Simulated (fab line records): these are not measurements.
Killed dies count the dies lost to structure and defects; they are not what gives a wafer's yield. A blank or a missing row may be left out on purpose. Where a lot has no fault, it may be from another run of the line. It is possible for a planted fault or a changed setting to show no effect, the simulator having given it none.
Which tool was responsible? | flow sky130 | at 1 step of a route of 708, 7 lots with 21 wafers sampled

== WHAT THE GAUGES READ, wafer by wafer ==
SKY_FIELD_ISO_THK_MEAS_23.
lot  | measured    | on           | FIELD_ISO_OXIDATION_01_THK (nm)
L657 | day 2 12:09 | filmMetro-03 | 9.79 9.97 9.70
L660 | day 3 04:52 | filmMetro-01 | 9.80 9.81 9.75
L662 | day 3 17:46 | filmMetro-01 | 10.20 10.06 10.17
L666 | day 4 15:06 | filmMetro-03 | 9.88 9.72 9.75
L672 | day 5 20:31 | filmMetro-01 | 9.81 9.98 9.65
L677 | day 6 20:01 | filmMetro-01 | 9.91 10.17 10.03
L679 | day 7 06:07 | filmMetro-04 | 9.54 9.58 9.63

== WHICH TOOL RAN EACH LOT (tool, then ch and the chambers of the sampled wafers, then the start) ==
The record shows no process step preceding these readings.

== THE ANSWER, worked out from the rows above alone ==
Rule: what is usual is taken from the lots themselves. Put in order of their means at a reading, lots are off if they are a third of the lots or fewer, leave a main group of 4 or more, and stand apart from it by a gap of 3 or more times the standard deviation of the main group's means; of several such gaps the widest counts. The tables above print the reading to a certain number of digits; a main group whose means all agree to those digits is not used. Also off: a lot with no number at a reading for which 4 or more lots have one. All remaining lots with rows at the step are treated as sound.
Nothing can be told from this: no lot is off at any reading shown.

== WHAT THE SIMULATOR HAD INSERTED ==
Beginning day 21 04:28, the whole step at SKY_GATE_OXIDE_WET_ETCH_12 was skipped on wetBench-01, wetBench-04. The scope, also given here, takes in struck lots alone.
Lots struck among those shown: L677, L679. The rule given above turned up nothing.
